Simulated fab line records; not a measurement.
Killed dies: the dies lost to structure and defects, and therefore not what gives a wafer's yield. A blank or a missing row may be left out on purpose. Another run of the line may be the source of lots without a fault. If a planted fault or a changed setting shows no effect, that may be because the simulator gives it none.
One fault through the eyes of 2 desks :: flow sky130 :: every desk sees just its own numbers, and what lay behind them comes last

== AT THE METROLOGY DESK ==
What the gauges read, lot by lot, whatever tool the lot ran on: means of the sampled wafers that have a number. A lot is out of limits, marked OUT, if its mean lies more than 4 standard deviations from the usual mean; the brackets give that distance.
Columns: A = CONTACT_W_RS at SKY_CONTACT_RS_MEAS_25, usual 0.340 ohm/sq; B = CONTACT_W_THK at SKY_CONTACT_THK_MEAS_26, usual 341 nm
lot: L648
first seen here: day 31 10:02
A: 0.343
B: 336

lot: L649
first seen here: day 31 18:21
A: 0.338
B: 341

lot: L650
first seen here: day 32 12:25
A: 0.337
B: 346

lot: L651
first seen here: day 32 13:27
A: 0.342
B: 337

lot: L659
first seen here: day 35 09:55
A: 0.351
B: 335

lot: L660
first seen here: day 35 18:40
A: 0.357 (+4.4) OUT
B: 322

lot: L661
first seen here: day 35 19:30
A: 0.337
B: 349

lot: L662
first seen here: day 36 09:34
A: 0.331
B: 349

lot: L664
first seen here: day 36 16:08
A: 0.332
B: 345

lot: L669
first seen here: day 38 16:24
A: 0.345
B: 339

lot: L670
first seen here: day 38 20:03
A: 0.342
B: 348

lot: L671
first seen here: day 39 01:07
A: 0.344
B: 341
This desk's finding: out of limits on L660; first on L660, day 35 18:40 (CONTACT_W_RS at SKY_CONTACT_RS_MEAS_25). L648, L649, L650, L651, L659, L661, L662, L664, L669, L670, L671 stayed within limits.

== DESK OF THE TOOL OWNER: cvd-w-01 ==
The tool's own readings at SKY_CONTACT_CVD_24 (deposits W, target thk 340 nm, time 102.12 s): means of the sampled wafers that have a number, for each lot that ran on this tool. A lot is out of limits, marked OUT, if its mean lies more than 4 standard deviations from the usual mean; the brackets give that distance.
Columns: A = heater-power-w at SKY_CONTACT_CVD_24, usual 832 W
lot: L648
first seen here: day 31 09:54
A: 769

lot: L649
first seen here: day 31 18:14
A: 800

lot: L651
first seen here: day 32 13:20
A: 802

lot: L659
first seen here: day 35 09:47
A: 849

lot: L660
first seen here: day 35 18:32
A: 811

lot: L669
first seen here: day 38 16:17
A: 781

lot: L670
first seen here: day 38 19:56
A: 821

lot: L671
first seen here: day 39 01:00
A: 783
This desk's finding: nothing out of limits on any of the 8 lots.

== PUT TOGETHER ==
At day 35 18:40 the metrology desk could have sounded an alarm, on L660.
Nothing out of limits was seen by the tool owner's desk.
Tool owner's desk: L660 on record, inside its limits.
All the named lots went through SKY_CONTACT_CVD_24 on cvd-w-01.

== WHAT THE SIMULATOR HAD INSERTED ==
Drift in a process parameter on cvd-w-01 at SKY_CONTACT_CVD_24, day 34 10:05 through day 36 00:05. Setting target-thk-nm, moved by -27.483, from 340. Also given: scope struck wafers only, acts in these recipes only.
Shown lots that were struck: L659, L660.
Per desk, hours elapsed from the start of the fault to the first reading out of limits: for the metrology desk, 33.
